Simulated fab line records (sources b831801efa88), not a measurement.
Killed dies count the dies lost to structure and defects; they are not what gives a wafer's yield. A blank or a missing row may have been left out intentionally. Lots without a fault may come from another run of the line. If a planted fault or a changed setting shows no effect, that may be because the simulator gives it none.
Comparing a struck lot with a sound one	flow sky130	15 out of 708 route steps
Sound: these wafers, L746.4, L746.5, L746.6. Wafers struck: L757.3, L757.5, L757.6. The cause comes at the end.
At each step with rows: each side's tool, then ch and its chambers, then its first start. Under that, the readings that differ: sound wafers	struck wafers	difference of the means	sigmas: that difference in standard deviations of wafers without a fault.
alike: readings whose means differ by less than 2 such deviations, and words and numbers that are the same on both sides. not compared: withheld readings, readings that some wafer has no value for, bounds like >300 that may hide the same value, and numbers for which the record gives no deviation and whose values overlap.
A row with sigmas, a row that says differs or no value, or rows on one side alone: a step with any of these is where the two part. Numbers that don't overlap but have no deviation are shown without sigmas and don't part them. A reading that every wafer of one side lacks parts them only if that side has two wafers or more.

first, 1 step without rows for these wafers: SKY_POLY_CUT_DEVELOP_07 (develop time 60 s).
SKY_POLY_CUT_CD_MEAS_08: the cd target is 270 nm.
  struck on cdSem-01, day 30 05:57; sound on cdSem-02, day 25 15:56
  alike: cdNm
SKY_POLY_CUT_OVL_MEAS_09:
  struck on overlay-02, day 30 06:03; sound on overlay-01, day 25 16:01
  alike: POLY_CUT_OVL
SKY_POLY_CUT_ETCH_10: etches BARC in N2/H2, stops on SiO2, time 45.9 s, target depth 60 nm.
  sound on rieDiel-01 ch 0,1,3, day 25 16:02; struck on rieDiel-03 ch 0,1,3, day 30 06:04
  alike: drypumpMotorCurrentA, oesProductAu, throttleValvePct
  not compared: rfHoursCounterH
SKY_POLY_CUT_ETCH_11: etches Si3N4 in CF4/CH2F2/Ar, stops on poly-Si, time 42.5 s, target depth 60 nm.
  sound on rieDiel-01 ch 0,1,3, day 25 16:05; struck on rieDiel-03 ch 0,1,3, day 30 06:07
  alike: drypumpMotorCurrentA, oesProductAu, throttleValvePct
  not compared: rfHoursCounterH
SKY_POLY_CUT_STRIP_12: strips in O2/N2.
  sound on plasmaAsher-04 ch 0,1, day 25 16:10; struck on plasmaAsher-03 ch 0,1, day 30 06:11
  alike: drypumpMotorCurrentA, oesProductAu, stripTimeToEndpointS
  not compared: rfHoursCounterH
then, 6 steps without rows for these wafers: SKY_SD_P_DEHYDRATE_00 (time 60 s); SKY_SD_P_HMDS_01 (prime time 60 s); SKY_SD_P_COAT_02 (resist thk 1140 nm); SKY_SD_P_SOFTBAKE_03 (time 60 s); SKY_SD_P_EXPOSE_04 (exposes mask PSDM, target cd 380 nm); SKY_SD_P_PEB_05.
SKY_SD_P_DEVELOP_06: develop time 60 s.
  sound on lithoTrack-04 ch 0, day 26 21:02; struck on lithoTrack-03 ch 0, day 31 09:50
SKY_SD_P_CD_MEAS_07: the cd target is 380 nm.
  struck on cdSem-01, day 31 09:59; sound on cdSem-02, day 26 21:10
reading	sound	struck	difference	sigmas
cdNm (nm)	378.9 376.6 378.3	295.0 292.3 291.4	-85.0	-29
SKY_SD_P_OVL_MEAS_08:
  struck on overlay-01, day 31 10:05; sound on overlay-02, day 26 21:15
  alike: SD_P_OVL

WHERE THEY PART
Only at SKY_SD_P_CD_MEAS_07, within this record. Later steps at which nothing parts them and some readings are alike: SKY_SD_P_OVL_MEAS_08.

WHY: the cause the simulator had injected
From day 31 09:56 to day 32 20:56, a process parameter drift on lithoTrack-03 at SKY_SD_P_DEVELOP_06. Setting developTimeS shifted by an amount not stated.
